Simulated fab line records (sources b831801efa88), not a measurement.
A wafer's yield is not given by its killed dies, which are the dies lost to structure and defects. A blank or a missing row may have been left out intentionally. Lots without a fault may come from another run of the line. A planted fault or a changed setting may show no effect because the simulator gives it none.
Matching of chambers    flow sfq line    SFQ_TRILAYER_I5_BARC_OPEN_VIA_ETCH_200 on rie diel-03: 4 sister chambers
The step etches BARC in O2, target depth 125 nm, time 41.7 s. 8 wafers are shown with their chamber, then 6 later ones without.

== WAFERS, EACH WITH ITS CHAMBER ==
wafer   chamber  drypump motor current A (A)  rf fwd power W (W)
L137.3  1        5.0                          492.9
L137.4  2        5.8                          496.7
L137.5  3        4.7                          498.6
L139.1  0        6.5                          496.2
L139.3  1        5.0                          495.2
L139.4  2        5.7                          494.5
L142.5  0        6.6                          496.4
L142.6  3        4.7                          497.0

== WAFERS WITH NO CHAMBER GIVEN ==
wafer   drypump motor current A (A)  rf fwd power W (W)
L143.3  5.0                          492.4
L143.4  5.0                          493.8
L143.5  4.7                          496.9
L149.1  6.5                          497.3
L149.3  5.0                          493.0
L149.4  6.5                          498.5

== WHICH CHAMBER EACH ONE RAN IN ==
wafer   from the rows above  in truth
L143.3  1                    1
L143.4  1                    1
L143.5  3                    3
L149.1  0                    0
L149.3  1                    1
L149.4  0                    0
Correct placement for 6 of the 6. Number that these rows cannot place: 0. Number placed wrongly: 0.
How it was worked out, from the rows above alone: a wafer's distance from a chamber is the root of the sum, over the readings, of the square of ((its reading less the chamber's mean) divided by the reading's scatter). If the next closest chamber is less than 2 further off than the closest, the wafer can't be placed; otherwise it belongs to the closest. Each chamber's mean is taken over the wafers shown for it. The scatter is the square root of a quotient: the sum, over the shown wafers, of each reading's squared deviation from its chamber's mean, divided by wafers minus chambers.
